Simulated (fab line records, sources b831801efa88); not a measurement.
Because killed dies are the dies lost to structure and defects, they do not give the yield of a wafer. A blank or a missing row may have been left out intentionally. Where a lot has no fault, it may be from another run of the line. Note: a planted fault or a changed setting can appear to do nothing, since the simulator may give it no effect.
Shared-tool check -- flow sky130 -- Sampled: 14 lots, 42 wafers

THE REASON FOR OPENING IT
At SKY_VIA4_BOW_MEAS_03 the reading VIA4_BOW is flagged on 2 of 14 lots. Fault-free wafers read 80 um, with a standard deviation of 7.9.
Rule: a lot gets a flag if all its wafers with a number sit over 4 standard deviations from that mean, or if no wafer of it has a number. All remaining lots are regarded as sound.

lot,measured,on,"VIA4_BOW (um), wafer by wafer",flag
L362,day 42 09:55,film metro-03,78 87 66,
L363,day 42 20:01,film metro-01,82 77 77,
L369,day 44 13:40,film metro-01,66 77 80,
L370,day 44 19:48,film metro-03,154 147 144,FLAGGED
L371,day 45 00:55,film metro-03,135 128 144,FLAGGED
L374,day 45 21:08,film metro-01,84 87 76,
L375,day 46 03:59,film metro-01,84 94 84,
L377,day 46 14:48,film metro-01,72 65 78,
L378,day 46 21:38,film metro-02,75 61 84,
L379,day 47 00:58,film metro-03,70 71 76,
L380,day 47 13:13,film metro-03,83 85 86,
L381,day 47 13:59,film metro-03,86 88 79,
L382,day 47 16:19,film metro-03,84 76 73,
L383,day 47 19:57,film metro-01,69 72 84,
On average the flagged lots' numbers are 142 um, which is +62 um against the usual, or +8 standard deviations.

WHICH TOOL EACH LOT WENT THROUGH
The record holds 1 process step before the reading, out of a route of 708 steps. Cell contents, in order: the tool; ch with the chambers the sampled wafers went through; the start.
lot,flag,SKY_VIA4_CMP_02
L362,,"cmp-01 ch 2,3, day 42 09:34"
L363,,"cmp-02 ch 0,2,3, day 42 19:46"
L369,,"cmp-01 ch 1,2,3, day 44 13:26"
L370,FLAGGED,"cmp-02 ch 0,1,2, day 44 19:34"
L371,FLAGGED,"cmp-01 ch 1,2,3, day 45 00:39"
L374,,"cmp-01 ch 0,2,3, day 45 20:50"
L375,,"cmp-01 ch 0,1,3, day 46 03:41"
L377,,"cmp-01 ch 2,3, day 46 14:29"
L378,,"cmp-01 ch 0,1,3, day 46 21:25"
L379,,"cmp-01 ch 1,2,3, day 47 00:44"
L380,,"cmp-01 ch 1,2,3, day 47 12:57"
L381,,"cmp-02 ch 1,3, day 47 13:44"
L382,,"cmp-01 ch 0,2,3, day 47 16:01"
L383,,"cmp-01 ch 0,1,3, day 47 19:38"
What is done by these steps:
- SKY_VIA4_CMP_02: polishes SiO2.
- SKY_VIA4_BOW_MEAS_03

FLAGGED AGAINST TOTAL, ONE TOOL AT A TIME (gauges that did the reading follow at the end)
step,tool,lots run,flagged,share of the flagged lots,sound lots run after its first flagged lot
SKY_VIA4_CMP_02,cmp-01,11,1,some,"8 (L374,L375,L377,L378,L379,L380,L382,L383)"
SKY_VIA4_CMP_02,cmp-02,3,1,some,1 (L381)
SKY_VIA4_BOW_MEAS_03,film metro-01,6,0,none,-
SKY_VIA4_BOW_MEAS_03,film metro-02,1,0,none,-
SKY_VIA4_BOW_MEAS_03,film metro-03,7,2,all,"4 (L379,L380,L381,L382)"

WHAT THE TABLE PERMITS
Rows of the table that ran each flagged lot: 1, that is film metro-03 at SKY_VIA4_BOW_MEAS_03.
- film metro-03 at SKY_VIA4_BOW_MEAS_03 ran 7 lots, 2 of them flagged. After the first flagged lot (L379, L380, L381, L382), sound lots still ran on it; a lasting fault on the whole tool would not permit that.
Not one row of the table ran every flagged lot while running no sound lot after the first.

WHAT HAD BEEN PUT IN BY THE SIMULATOR
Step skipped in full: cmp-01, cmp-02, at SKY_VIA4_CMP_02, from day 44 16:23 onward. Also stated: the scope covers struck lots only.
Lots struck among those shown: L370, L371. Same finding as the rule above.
